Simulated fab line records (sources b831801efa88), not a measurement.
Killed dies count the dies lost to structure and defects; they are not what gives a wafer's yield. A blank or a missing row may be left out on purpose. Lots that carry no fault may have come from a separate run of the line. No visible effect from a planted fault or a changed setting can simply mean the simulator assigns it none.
The tool behind it: which one? / flow sky130 / 39 wafers from 13 lots sampled at 5 of the route's 708 steps

== WHAT THE GAUGES SHOWED, per wafer ==
SKY_NWELL_TW_MEAS_15. Usual: for NWELL_TW the level is 1823 and the standard deviation is 20.
lot=L731; measured=day 4 16:49; on=film metro-03; NWELL_TW=1847 1844 1852; flag=
lot=L734; measured=day 5 09:13; on=film metro-01; NWELL_TW=1818 1815 1809; flag=
lot=L736; measured=day 5 16:25; on=film metro-01; NWELL_TW=1811 1800 1811; flag=
lot=L737; measured=day 6 00:28; on=film metro-01; NWELL_TW=1808 1820 1817; flag=
lot=L738; measured=day 6 08:34; on=film metro-04; NWELL_TW=1798 1812 1807; flag=
lot=L740; measured=day 6 16:56; on=film metro-01; NWELL_TW=1815 1808 1816; flag=
lot=L742; measured=day 7 07:58; on=film metro-03; NWELL_TW=1848 1844 1844; flag=
lot=L743; measured=day 7 13:23; on=film metro-03; NWELL_TW=1838 1841 1835; flag=
lot=L745; measured=day 7 21:58; on=film metro-03; NWELL_TW=1839 1834 1837; flag=
lot=L747; measured=day 8 13:57; on=film metro-03; NWELL_TW=1855 1858 1864; flag=
lot=L752; measured=day 9 13:44; on=film metro-03; NWELL_TW=1852 1850 1845; flag=
lot=L753; measured=day 9 20:44; on=film metro-01; NWELL_TW=1803 1803 1806; flag=
lot=L754; measured=day 10 03:59; on=film metro-03; NWELL_TW=1856 1846 1855; flag=

SKY_RES_PROTECT_TW_MEAS_08. Usual: for POLY_GATE_TW the level is 4055 and the standard deviation is 39.
lot=L731; measured=day 15 03:35; on=film metro-03; POLY_GATE_TW=4102 4121 4117; flag=
lot=L734; measured=day 16 17:44; on=film metro-02; POLY_GATE_TW=4070 4062 4053; flag=
lot=L736; measured=day 16 17:37; on=film metro-01; POLY_GATE_TW=4016 3992 4005; flag=
lot=L737; measured=day 17 02:07; on=film metro-03; POLY_GATE_TW=4102 4113 4087; flag=
lot=L738; measured=day 17 20:29; on=film metro-01; POLY_GATE_TW=4011 4038 4029; flag=
lot=L740; measured=day 18 02:56; on=film metro-03; POLY_GATE_TW=4093 4094 4103; flag=
lot=L742; measured=day 19 03:06; on=film metro-01; POLY_GATE_TW=3997 3989 4001; flag=
lot=L743; measured=day 19 15:16; on=film metro-02; POLY_GATE_TW=30 30 30; flag=OFF
lot=L745; measured=day 20 02:31; on=film metro-02; POLY_GATE_TW=4080 4083 4072; flag=
lot=L747; measured=day 21 00:49; on=film metro-02; POLY_GATE_TW=4086 4085 4076; flag=
lot=L752; measured=day 22 06:36; on=film metro-02; POLY_GATE_TW=4034 4033 4032; flag=
lot=L753; measured=day 22 17:29; on=film metro-01; POLY_GATE_TW=4025 4017 4004; flag=
lot=L754; measured=day 23 03:42; on=film metro-03; POLY_GATE_TW=4073 4074 4077; flag=

SKY_LDD_HVN_OVL_MEAS_07. Usual: for LDD_HVN_OVL the level is -0.1 nm and the standard deviation is 1.3.
lot=L731; measured=day 20 08:02; on=overlay-01; LDD_HVN_OVL (nm)=-1.5 -0.4 -2.7; flag=
lot=L734; measured=day 22 02:23; on=overlay-01; LDD_HVN_OVL (nm)=1.2 0.1 1.3; flag=
lot=L736; measured=day 22 00:33; on=overlay-01; LDD_HVN_OVL (nm)=1.4 2.2 0.3; flag=
lot=L737; measured=day 22 08:46; on=overlay-02; LDD_HVN_OVL (nm)=-0.5 -1.3 -2.0; flag=
lot=L738; measured=day 23 05:00; on=overlay-01; LDD_HVN_OVL (nm)=1.4 1.1 3.7; flag=
lot=L740; measured=day 23 12:05; on=overlay-01; LDD_HVN_OVL (nm)=-1.5 0.2 0.3; flag=
lot=L742; measured=day 24 08:56; on=overlay-02; LDD_HVN_OVL (nm)=-1.1 1.0 -0.6; flag=
lot=L743; measured=day 24 22:26; on=overlay-02; LDD_HVN_OVL (nm)=-3.5 -2.5 -3.3; flag=
lot=L745; measured=day 25 08:54; on=overlay-01; LDD_HVN_OVL (nm)=-1.3 -0.8 -0.5; flag=
lot=L747; measured=day 26 06:07; on=overlay-02; LDD_HVN_OVL (nm)=-0.3 -0.4 -0.4; flag=
lot=L752; measured=day 27 10:27; on=overlay-01; LDD_HVN_OVL (nm)=-0.1 -0.4 -2.4; flag=
lot=L753; measured=day 27 19:59; on=overlay-02; LDD_HVN_OVL (nm)=0.8 -1.1 -0.9; flag=
lot=L754; measured=day 28 05:35; on=overlay-02; LDD_HVN_OVL (nm)=-1.3 1.1 -0.1; flag=

== EACH LOT AND THE TOOL THAT RAN IT (in order: tool; ch and the chambers of the sampled wafers; start) ==
lot=L731; SKY_FIELD_ISO_ETCH_15=rie diel-02 ch 1,2,3, day 2 07:12; SKY_RES_PROTECT_EXPOSE_04=iline stepper-02 ch 0, day 14 14:04
lot=L734; SKY_FIELD_ISO_ETCH_15=rie diel-02 ch 0,1,2, day 3 00:40; SKY_RES_PROTECT_EXPOSE_04=iline stepper-02 ch 0, day 16 02:55
lot=L736; SKY_FIELD_ISO_ETCH_15=rie diel-04 ch 2,3, day 3 06:33; SKY_RES_PROTECT_EXPOSE_04=iline stepper-01 ch 0, day 16 02:40
lot=L737; SKY_FIELD_ISO_ETCH_15=rie diel-03 ch 1,2,3, day 3 11:27; SKY_RES_PROTECT_EXPOSE_04=iline stepper-02 ch 0, day 16 11:48
lot=L738; SKY_FIELD_ISO_ETCH_15=rie diel-02 ch 0,1,3, day 3 19:07; SKY_RES_PROTECT_EXPOSE_04=iline stepper-02 ch 0, day 17 05:50
lot=L740; SKY_FIELD_ISO_ETCH_15=rie diel-03 ch 2,3, day 4 03:03; SKY_RES_PROTECT_EXPOSE_04=iline stepper-02 ch 0, day 17 11:38
lot=L742; SKY_FIELD_ISO_ETCH_15=rie diel-03 ch 0,1,2, day 4 16:33; SKY_RES_PROTECT_EXPOSE_04=iline stepper-02 ch 0, day 18 11:21
lot=L743; SKY_FIELD_ISO_ETCH_15=rie diel-02 ch 1,2, day 4 20:04; SKY_RES_PROTECT_EXPOSE_04=iline stepper-02 ch 0, day 19 00:10
lot=L745; SKY_FIELD_ISO_ETCH_15=rie diel-03 ch 0,2,3, day 5 04:49; SKY_RES_PROTECT_EXPOSE_04=iline stepper-01 ch 0, day 19 11:16
lot=L747; SKY_FIELD_ISO_ETCH_15=rie diel-04 ch 0,1,2, day 5 17:06; SKY_RES_PROTECT_EXPOSE_04=iline stepper-02 ch 0, day 20 09:20
lot=L752; SKY_FIELD_ISO_ETCH_15=rie diel-04 ch 0,2,3, day 6 17:48; SKY_RES_PROTECT_EXPOSE_04=iline stepper-02 ch 0, day 21 15:43
lot=L753; SKY_FIELD_ISO_ETCH_15=rie diel-02 ch 0,1,3, day 7 00:18; SKY_RES_PROTECT_EXPOSE_04=iline stepper-02 ch 0, day 22 02:05
lot=L754; SKY_FIELD_ISO_ETCH_15=rie diel-04 ch 1,2,3, day 7 04:21; SKY_RES_PROTECT_EXPOSE_04=iline stepper-02 ch 0, day 22 12:14
- SKY_FIELD_ISO_ETCH_15: etches the open film in CHF3/O2, stops on Si, target depth 180 nm, time 72 s.
- SKY_RES_PROTECT_EXPOSE_04: exposes mask RPM, target cd 1270 nm.

== AS READ BY THE TOOLS THEMSELVES (means over the sampled wafers that have a number; for cases with no such wafer, the mark the record gives instead) ==
SKY_FIELD_ISO_ETCH_15. Usual: drypump motor current A 5.8 A, standard deviation 0.54; oes product au 0.942 a.u., standard deviation 0.0066; throttle valve pct 8.843 %, standard deviation 0.0098.
lot=L731; tool=rie diel-02; drypump motor current A (A)=5.3; oes product au (a.u.)=0.941; throttle valve pct (%)=8.850; flag=
lot=L734; tool=rie diel-02; drypump motor current A (A)=5.6; oes product au (a.u.)=0.938; throttle valve pct (%)=8.828; flag=
lot=L736; tool=rie diel-04; drypump motor current A (A)=5.8; oes product au (a.u.)=0.937; throttle valve pct (%)=8.840; flag=
lot=L737; tool=rie diel-03; drypump motor current A (A)=6.2; oes product au (a.u.)=0.936; throttle valve pct (%)=8.836; flag=
lot=L738; tool=rie diel-02; drypump motor current A (A)=5.7; oes product au (a.u.)=0.946; throttle valve pct (%)=8.846; flag=
lot=L740; tool=rie diel-03; drypump motor current A (A)=6.1; oes product au (a.u.)=0.936; throttle valve pct (%)=8.847; flag=
lot=L742; tool=rie diel-03; drypump motor current A (A)=6.0; oes product au (a.u.)=0.948; throttle valve pct (%)=8.837; flag=
lot=L743; tool=rie diel-02; drypump motor current A (A)=5.1; oes product au (a.u.)=0.952; throttle valve pct (%)=8.849; flag=
lot=L745; tool=rie diel-03; drypump motor current A (A)=5.9; oes product au (a.u.)=0.940; throttle valve pct (%)=8.838; flag=
lot=L747; tool=rie diel-04; drypump motor current A (A)=6.1; oes product au (a.u.)=0.950; throttle valve pct (%)=8.846; flag=
lot=L752; tool=rie diel-04; drypump motor current A (A)=5.6; oes product au (a.u.)=0.935; throttle valve pct (%)=8.841; flag=
lot=L753; tool=rie diel-02; drypump motor current A (A)=5.7; oes product au (a.u.)=0.943; throttle valve pct (%)=8.838; flag=
lot=L754; tool=rie diel-04; drypump motor current A (A)=5.8; oes product au (a.u.)=0.949; throttle valve pct (%)=8.847; flag=

== THE ANSWER, worked out from the rows above alone ==
Rule: a lot counts as off when the mean over its wafers that have a number is more than 3 standard deviations away from the usual mean. Also off: a lot with no number at a reading for which 4 or more lots have one. Where the step has rows for the other lots, those lots are counted as sound. The gauges are gone through in route order, then the tools' own readings, and for those a lot's mean is taken as printed above. At the first step where some lot is off, the reading lying furthest off is the one used; lots without a number count as furthest.
Off: L743, seen at SKY_RES_PROTECT_TW_MEAS_08 (POLY_GATE_TW).
A tool fits if, at a process step before that reading, it ran every lot that is off, and no sound lot after the first of them. Those tools and the gauges at SKY_RES_PROTECT_TW_MEAS_08 are tried in the same way. None of those tried fits.

== WHAT WAS PUT IN BY THE SIMULATOR ==
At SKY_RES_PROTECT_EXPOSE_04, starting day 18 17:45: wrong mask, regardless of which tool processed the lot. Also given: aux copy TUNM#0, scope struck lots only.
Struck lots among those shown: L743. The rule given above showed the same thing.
